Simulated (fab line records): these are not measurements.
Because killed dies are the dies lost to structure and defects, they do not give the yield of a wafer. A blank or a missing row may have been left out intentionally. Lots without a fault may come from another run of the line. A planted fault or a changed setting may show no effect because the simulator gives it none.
Matching of chambers    flow gf180mcu    GF_CONTACT_CMP_27 on cmp-02: 4 sister chambers
The step polishes, stops on SiO2, t overpolish 15 s, target thk 0 nm. 16 wafers are shown with their chamber, then 7 later ones without.

WAFERS WITH THEIR CHAMBER
wafer   chamber  motorCurrentA (A)  timeToEndpointS (s)  overpolishRunS (s)
L724.2  0        12.8               74                   15.008
L724.3  1        10.0               72                   15.006
L724.5  0        12.6               73                   14.989
L726.1  3        12.8               72                   15.003
L726.3  0        12.9               75                   15.000
L726.4  1        10.8               73                   15.004
L728.3  0        12.4               79                   15.005
L728.4  2        11.3               74                   15.005
L728.6  0        12.7               79                   14.992
L732.3  3        12.5               71                   15.008
L732.4  2        11.6               67                   14.995
L732.5  1        10.6               69                   14.988
L733.2  0        12.9               70                   15.012
L733.4  2        11.8               67                   15.000
L733.5  0        12.9               71                   15.008
L735.4  1        10.7               75                   15.009

SIGNATURES (averages over the wafers above)
reading          chamber 0  chamber 1  chamber 2  chamber 3  scatter within a chamber
motorCurrentA    12.743     10.525     11.567     12.650     0.254
timeToEndpointS  74.43      72.25      69.33      71.50      3.26
overpolishRunS   15.00200   15.00175   15.00000   15.00550   0.00807
Rule: a wafer lies at a distance from a chamber equal to the root of the sum of squares, over the readings, of (its reading less the chamber's mean, divided by the reading's scatter). If the next closest chamber is less than 2 further off than the closest, the wafer can't be placed; otherwise it belongs to the closest. How the scatter is found: for the shown wafers, subtract from each reading the mean of its chamber, square and add these, divide the total by (wafers less chambers), then take the root.

WAFERS MISSING THEIR CHAMBER
wafer   motorCurrentA (A)  timeToEndpointS (s)  overpolishRunS (s)
L735.5  11.6               71                   15.012
L735.6  12.1               73                   14.990
L734.2  10.8               74                   14.989
L734.5  11.9               76                   14.993
L734.6  10.3               72                   15.007
L737.4  10.8               75                   14.999
L737.6  10.9               69                   14.977

EACH ONE'S CHAMBER
wafer   from the rows above           in truth
L735.5  2                             2
L735.6  can't be placed: 2 or 3 or 0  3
L734.2  can't be placed: 1 or 2       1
L734.5  can't be placed: 2 or 0 or 3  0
L734.6  1                             1
L737.4  1                             1
L737.6  can't be placed: 1 or 2       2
Correct placement for 3 of the 7. Unplaceable from these rows: 4, with the true chamber sitting among the candidates in 4. 0 placed wrongly.
